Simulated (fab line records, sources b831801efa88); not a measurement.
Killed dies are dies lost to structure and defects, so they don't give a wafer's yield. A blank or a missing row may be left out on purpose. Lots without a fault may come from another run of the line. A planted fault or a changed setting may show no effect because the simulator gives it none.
Chamber matching | flow sky130 | SKY_CAPM_CVD_00 on pecvd-04: 3 sister chambers
The step deposits SiO2, target thk 15.5 nm. 3 wafers are shown with their chamber, then 7 later ones without.

WAFERS WITH THEIR CHAMBER
wafer  | chamber | heater_power_w (W)
L164.2 | 2       | 684
L165.1 | 0       | 767
L165.3 | 1       | 661

WAFERS WITHOUT THEIR CHAMBER
wafer  | heater_power_w (W)
L165.4 | 747
L167.2 | 776
L167.4 | 734
L167.6 | 786
L169.1 | 659
L169.5 | 796
L169.6 | 768

WHICH CHAMBER EACH WENT THROUGH
wafer  | from the rows above     | in truth
L165.4 | 0                       | 0
L167.2 | 0                       | 0
L167.4 | can't be placed: 0 or 2 | 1
L167.6 | 0                       | 0
L169.1 | can't be placed: 1 or 2 | 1
L169.5 | 0                       | 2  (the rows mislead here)
L169.6 | 0                       | 0
Placed correctly: 4 of 7. Can't be placed from these rows: 2 (the true chamber is among the candidates in 1). Placed wrongly: 1.
How it was worked out, from the rows above alone: a wafer's distance from a chamber is the root of the sum, over the readings, of the square of ((its reading less the chamber's mean) divided by the reading's scatter). The wafer belongs to the nearest chamber; if the next one is less than 2 further off, it can't be placed. A chamber's mean is the mean of its shown wafers. The scatter: with one shown wafer a chamber, the root of the mean of the squares of how far each hidden wafer lies from its nearest shown one.
